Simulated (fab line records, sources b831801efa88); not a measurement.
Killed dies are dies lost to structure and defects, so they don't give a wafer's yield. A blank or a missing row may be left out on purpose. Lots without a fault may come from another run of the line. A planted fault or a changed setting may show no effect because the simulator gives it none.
fab line records | flow gf180mcu
record lots=13 wafers=39 last_day=33
route steps=602 shown STI@25 HV_LDD@192 PSD@261 SAB@275
lots that met no fault: from a run of the same line without faults
start_h: hours from the record's first day to the start of the lot's first wafer shown | wait_h: hours since the lot's step before | " the same as in the row above | L1.1+2: a row that stands for several wafers | - no value, or no start given | * or withheld: withheld | < > ~ a bound
route shown NAME@n: a module of which the file shows steps, and the number in the route of the first | usual: mean/standard deviation of fault-free wafers | same: alike in all rows | chamber/n: place in a boat | sites: the reading at each site | _std_site: their standard deviation | _edge_site: outer sites' mean less inner sites' | radius_mm: how far each site lies from the wafer's centre | mask NAME#n: copy n | behind: the tool/chamber that last shaped the wafer | hold: why the lot was held/for how many hours/how that ended | device: the transistor (n, p or np) that didn't switch | end of line: the same wafers' tests at the end of the route | a step without rows: its recipe alone | killed: dies lost to structure and defects at the first sort, not the wafer's yield | map: a wafer's dies, x killed, . not, _ none there
set.NAME: the setting as run; set.NAME@STEP: as run at that earlier step | model.NAME: the simulator's own value behind a step, which no gauge read
steps of the route over a sample of lots; a table a step, a row a wafer
services: from which hour (start_h, from the record's first day; less than 0 if before it) a tool's chamber was out of use, for how many hours, and why
## steps
# step GF_STI_THK_MEAS_24
# recipe reads=SiO2_of_STI_CVD_23
# usual STI_CVD_23_THK=646/7
# columns lot.wafer tool chamber start_h wait_h STI_CVD_23_THK[nm]
L940.2 film_metro-01 - 28.27 0.0 642
L940.3 " - " " 646
L940.5 " - " " 648
L941.1 film_metro-03 - 32.54 0.0 638
L941.5 " - " " 635
L941.6 " - " " 641
L942.1 film_metro-04 - 38.96 0.0 646
L942.2 " - " " 631
L942.4 " - " " 640
L943.1 film_metro-03 - 43.28 0.0 648
L943.2 " - " " 648
L943.5 " - " " 651
L944.2 film_metro-01 - 48.31 0.0 649
L944.4 " - " " 650
L944.6 " - " " 650
L945.1 film_metro-01 - 53.79 0.0 655
L945.3 " - " " 666
L945.4 " - " " 656
L949.1 film_metro-04 - 75.60 0.0 644
L949.4 " - " " 645
L949.5 " - " " 647
L950.1 film_metro-03 - 79.28 0.0 648
L950.3 " - " " 656
L950.6 " - " " 653
L951.3 film_metro-03 - 85.17 0.1 653
L951.4 " - " " 643
L951.6 " - " " 649
L953.1 film_metro-01 - 95.53 0.0 637
L953.4 " - " " 645
L953.6 " - " " 626
L955.1 film_metro-01 - 104.74 0.0 642
L955.4 " - " " 632
L955.6 " - " " 642
L956.1 film_metro-01 - 109.80 0.0 647
L956.3 " - " " 649
L956.6 " - " " 643
L957.1 film_metro-03 - 115.44 0.0 654
L957.4 " - " " 649
L957.6 " - " " 640
# step GF_HV_LDD_EXPOSE_16
# recipe mask_id=Pplus_LV_AREA target_cd_nm=400 na=0.6 source_shape=conventional sigma_outer=0.6 dose_mj=140
# usual exposure_dose_mJ_cm2=139.98/0.16
# same sigma_outer=0.6
# columns lot.wafer tool chamber start_h wait_h mask exposure_dose_mJ_cm2
L940.2 iline_stepper-01 0 227.94 - Pplus_LV_AREA#0 139.85
L940.3 " 0 " " Pplus_LV_AREA#0 139.91
L940.5 " 0 " " Pplus_LV_AREA#0 139.93
L941.1 iline_stepper-01 0 233.71 - Pplus_LV_AREA#0 140.11
L941.5 " 0 " " Pplus_LV_AREA#0 140.19
L941.6 " 0 " " Pplus_LV_AREA#0 140.35
L942.1 iline_stepper-01 0 242.25 - Pplus_LV_AREA#0 140.11
L942.2 " 0 " " Pplus_LV_AREA#0 140.18
L942.4 " 0 " " Pplus_LV_AREA#0 140.15
L943.1 iline_stepper-01 0 249.10 - Pplus_LV_AREA#0 140.04
L943.2 " 0 " " Pplus_LV_AREA#0 139.84
L943.5 " 0 " " Pplus_LV_AREA#0 139.85
L944.2 iline_stepper-01 0 255.12 - Pplus_LV_AREA#0 140.16
L944.4 " 0 " " Pplus_LV_AREA#0 140.07
L944.6 " 0 " " Pplus_LV_AREA#0 140.19
L945.1 iline_stepper-02 0 274.66 - Pplus_LV_AREA#0 140.01
L945.3 " 0 " " Pplus_LV_AREA#0 139.89
L945.4 " 0 " " Pplus_LV_AREA#0 140.03
L949.1 iline_stepper-02 0 294.83 - Pplus_LV_AREA#0 139.82
L949.4 " 0 " " Pplus_LV_AREA#0 139.85
L949.5 " 0 " " Pplus_LV_AREA#0 139.79
L950.1 iline_stepper-01 0 300.33 - Pplus_LV_AREA#0 139.93
L950.3 " 0 " " Pplus_LV_AREA#0 139.94
L950.6 " 0 " " Pplus_LV_AREA#0 139.93
L951.3 iline_stepper-02 0 305.73 - Pplus_LV_AREA#0 132.69
L951.4 " 0 " " Pplus_LV_AREA#0 133.04
L951.6 " 0 " " Pplus_LV_AREA#0 133.10
L953.1 iline_stepper-01 0 336.62 - Pplus_LV_AREA#0 140.11
L953.4 " 0 " " Pplus_LV_AREA#0 140.31
L953.6 " 0 " " Pplus_LV_AREA#0 140.28
L955.1 iline_stepper-02 0 341.88 - Pplus_LV_AREA#0 132.87
L955.4 " 0 " " Pplus_LV_AREA#0 132.84
L955.6 " 0 " " Pplus_LV_AREA#0 132.86
L956.1 iline_stepper-01 0 343.43 - Pplus_LV_AREA#0 139.68
L956.3 " 0 " " Pplus_LV_AREA#0 139.68
L956.6 " 0 " " Pplus_LV_AREA#0 139.63
L957.1 iline_stepper-01 0 356.30 - Pplus_LV_AREA#0 139.85
L957.4 " 0 " " Pplus_LV_AREA#0 139.99
L957.6 " 0 " " Pplus_LV_AREA#0 139.71
# step GF_HV_LDD_CD_MEAS_19
# recipe target_cd_nm=400
# usual cd_nm=399.8/2.2
# columns lot.wafer tool chamber start_h wait_h cd_nm
L940.2 cd_sem-02 - 236.63 0.1 399.2
L940.3 " - " " 398.3
L940.5 " - " " 397.9
L941.1 cd_sem-01 - 243.27 0.1 402.1
L941.5 " - " " 400.4
L941.6 " - " " 400.1
L942.1 cd_sem-02 - 250.70 0.1 400.4
L942.2 " - " " 399.8
L942.4 " - " " 401.5
L943.1 cd_sem-01 - 258.17 0.1 401.5
L943.2 " - " " 399.4
L943.5 " - " " 401.8
L944.2 cd_sem-01 - 264.17 0.1 397.5
L944.4 " - " " 395.2
L944.6 " - " " 398.6
L945.1 cd_sem-01 - 282.37 0.2 399.9
L945.3 " - " " 398.1
L945.4 " - " " 396.7
L949.1 cd_sem-01 - 304.07 0.2 395.8
L949.4 " - " " 397.9
L949.5 " - " " 396.8
L950.1 cd_sem-01 - 309.72 0.1 398.5
L950.3 " - " " 399.0
L950.6 " - " " 399.7
L951.3 cd_sem-01 - 316.29 0.1 383.6
L951.4 " - " " 386.6
L951.6 " - " " 385.5
L953.1 cd_sem-02 - 347.00 0.1 401.6
L953.4 " - " " 400.2
L953.6 " - " " 402.2
L955.1 cd_sem-02 - 352.20 0.1 382.8
L955.4 " - " " 382.7
L955.6 " - " " 382.3
L956.1 cd_sem-01 - 353.72 0.1 398.2
L956.3 " - " " 395.7
L956.6 " - " " 397.9
L957.1 cd_sem-01 - 367.30 0.1 400.8
L957.4 " - " " 401.0
L957.6 " - " " 402.2
# step GF_PSD_RTA_13
# recipe temp_c=1025 time_s=20 ambient=N2
# usual lamp_power_pct=33.9/0.83 wafer_temp_C_max=1028.9/0.92
# same time_s=20
# columns lot.wafer tool chamber start_h wait_h lamp_power_pct wafer_temp_C_max
L940.2 rtp_anneal-02 0 327.69 0.0 33.1 1028.9
L940.3 " 0 " " 33.1 1027.8
L940.5 " 0 " " 33.2 1028.1
L941.1 rtp_anneal-01 0 329.67 0.0 34.8 1029.2
L941.5 " 0 " " 34.8 1028.6
L941.6 " 0 " " 34.8 1030.6
L942.1 rtp_anneal-01 0 345.63 0.0 34.8 1028.2
L942.2 " 0 " " 34.8 1030.1
L942.4 " 0 " " 34.8 1028.9
L943.1 rtp_anneal-01 0 349.78 0.0 34.8 1029.3
L943.2 " 0 " " 34.8 1028.9
L943.5 " 0 " " 34.8 1028.6
L944.2 rtp_anneal-02 0 351.48 0.0 33.1 1028.6
L944.4 " 0 " " 33.1 1027.7
L944.6 " 0 " " 33.1 1028.2
L945.1 rtp_anneal-02 0 372.22 0.0 33.1 1027.9
L945.3 " 0 " " 33.1 1029.1
L945.4 " 0 " " 33.1 1028.3
L949.1 rtp_anneal-01 0 398.29 0.0 34.8 1028.5
L949.4 " 0 " " 34.7 1030.3
L949.5 " 0 " " 34.8 1030.1
L950.1 rtp_anneal-02 0 403.18 0.0 33.1 1028.3
L950.3 " 0 " " 33.1 1028.2
L950.6 " 0 " " 33.1 1028.4
L951.3 rtp_anneal-02 0 407.20 0.0 33.1 1028.3
L951.4 " 0 " " 33.1 1029.3
L951.6 " 0 " " 33.1 1028.7
L953.1 rtp_anneal-01 0 445.62 0.0 34.8 1029.7
L953.4 " 0 " " 34.8 1029.4
L953.6 " 0 " " 34.8 1030.1
L955.1 rtp_anneal-01 0 451.07 0.0 34.8 1030.3
L955.4 " 0 " " 34.8 1029.0
L955.6 " 0 " " 34.8 1030.7
L956.1 rtp_anneal-01 0 451.36 0.0 34.7 1028.0
L956.3 " 0 " " 34.8 1029.2
L956.6 " 0 " " 34.8 1029.6
L957.1 rtp_anneal-02 0 467.87 0.0 33.2 1027.4
L957.4 " 0 " " 33.1 1027.1
L957.6 " 0 " " 33.1 1026.7
# step GF_SAB_ETCH_11
# recipe chemistry=C4F8/O2/Ar mask_material=NOVOLAK target=SiO2 target_depth_nm=55 source_w=1500 bias_w=1200 pressure_mtorr=40 c4f8_flow_sccm=withheld O2_flow_sccm=6 Ar_flow_sccm=300 time_s=8.5
# usual oes_product_au=1.003/0.0091
# same time_s=8.5
# columns lot.wafer tool chamber start_h wait_h oes_product_au rf_hours_counter_h
L940.2 rie_diel-01 0 349.21 0.0 1.017 41
L940.3 " 3 " " 1.003 10
L940.5 " 0 " " 1.018 -
L941.1 rie_diel-01 1 351.76 0.0 1.002 15
L941.5 " 0 " " 1.015 -
L941.6 " 1 " " 1.009 -
L942.1 rie_diel-01 2 368.11 0.0 0.995 7
L942.2 " 1 " " 0.995 15
L942.4 " 0 " " 1.000 42
L943.1 rie_diel-04 1 371.56 0.0 1.021 14
L943.2 " 3 " " 0.987 22
L943.5 " 3 " " 0.984 -
L944.2 rie_diel-01 1 374.51 0.0 0.984 15
L944.4 " 3 " " 1.001 11
L944.6 " 0 " " 0.994 -
L945.1 rie_diel-01 2 395.51 0.0 1.002 8
L945.3 " 0 " " 1.011 42
L945.4 " 1 " " 0.991 16
L949.1 rie_diel-02 0 422.11 0.0 1.010 58
L949.4 " 1 " " 1.003 5
L949.5 " 1 " " 1.013 -
L950.1 rie_diel-04 2 427.40 0.0 1.011 1
L950.3 " 1 " " 1.013 15
L950.6 " 0 " " 1.004 -
L951.3 rie_diel-02 2 431.40 0.0 1.008 52
L951.4 " 1 " " 1.009 5
L951.6 " 3 " " 0.994 -
L953.1 rie_diel-01 2 469.96 0.0 1.001 9
L953.4 " 3 " " 1.015 13
L953.6 " 1 " " 1.007 -
L955.1 rie_diel-02 1 475.65 0.0 1.016 6
L955.4 " 1 " " 1.017 -
L955.6 " 3 " " 1.008 -
L956.1 rie_diel-04 1 475.66 0.0 1.000 16
L956.3 " 2 " " 1.018 2
L956.6 " 2 " " 1.016 -
L957.1 rie_diel-04 1 492.61 0.0 1.005 17
L957.4 " 2 " " 1.016 2
L957.6 " 1 " " 1.004 -
## services
# columns tool chamber start_h hours kind
iline_stepper-02 - 214.94 1.7 pm
rtp_anneal-02 - 229.74 6.5 pm
rie_diel-02 3 240.94 3.9 repair
rie_diel-04 3 247.91 2.6 repair
rie_diel-01 0 247.93 6.4 repair
iline_stepper-02 - 256.71 12.2 repair
iline_stepper-01 - 257.77 32.6 repair
rie_diel-02 - 259.59 0.3 repair
rtp_anneal-01 - 272.95 3.9 pm
rie_diel-02 - 283.69 0.2 repair
rie_diel-02 - 300.34 14.6 pm
iline_stepper-02 0 315.26 - calibration
rie_diel-04 0 322.68 2.4 repair
rie_diel-02 - 340.84 1.8 repair
iline_stepper-01 - 361.69 1.7 pm
rie_diel-04 2 369.53 - clean
rie_diel-04 2 369.53 22.2 scheduled_down
rie_diel-04 2 369.53 22.2 vent_cycle
rtp_anneal-02 - 386.73 4.2 pm
iline_stepper-01 0 401.38 - calibration
rie_diel-02 - 424.54 0.6 repair
iline_stepper-02 - 433.09 1.7 pm
rie_diel-01 3 452.62 6.7 repair
rie_diel-02 0 464.94 13.4 repair
## key
first_sign step=GF_HV_LDD_EXPOSE_16 reading=exposure_dose_mJ_cm2 direction=down sigmas=44 usual=139.98 struck=132.90
effect step=GF_HV_LDD_CD_MEAS_19 reading=cd_nm direction=down sigmas=7.1 usual=399.8 struck=383.9
met_at GF_HV_LDD_EXPOSE_16
struck_lots L951,L955
tester_left_out L951,L955
not_acting_at GF_STI_THK_MEAS_24,GF_PSD_RTA_13,GF_SAB_ETCH_11
onset_between 294.83 305.73
fault kind=process_parameter_drift tool=iline_stepper-02 chamber=- onset_h=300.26 steps=GF_HV_LDD_EXPOSE_16 channel=dose_mj offset=-7.1178 shape=step acts_in=these_recipes_only stated=140
# tester_left_out: of these lots the tester's yield and bins aren't shown, on N5 and GAA mostly nor the transistor test; their killed dies are dies lost to structure and defects alone, not to doping, threshold or leakage, so they don't give the yield
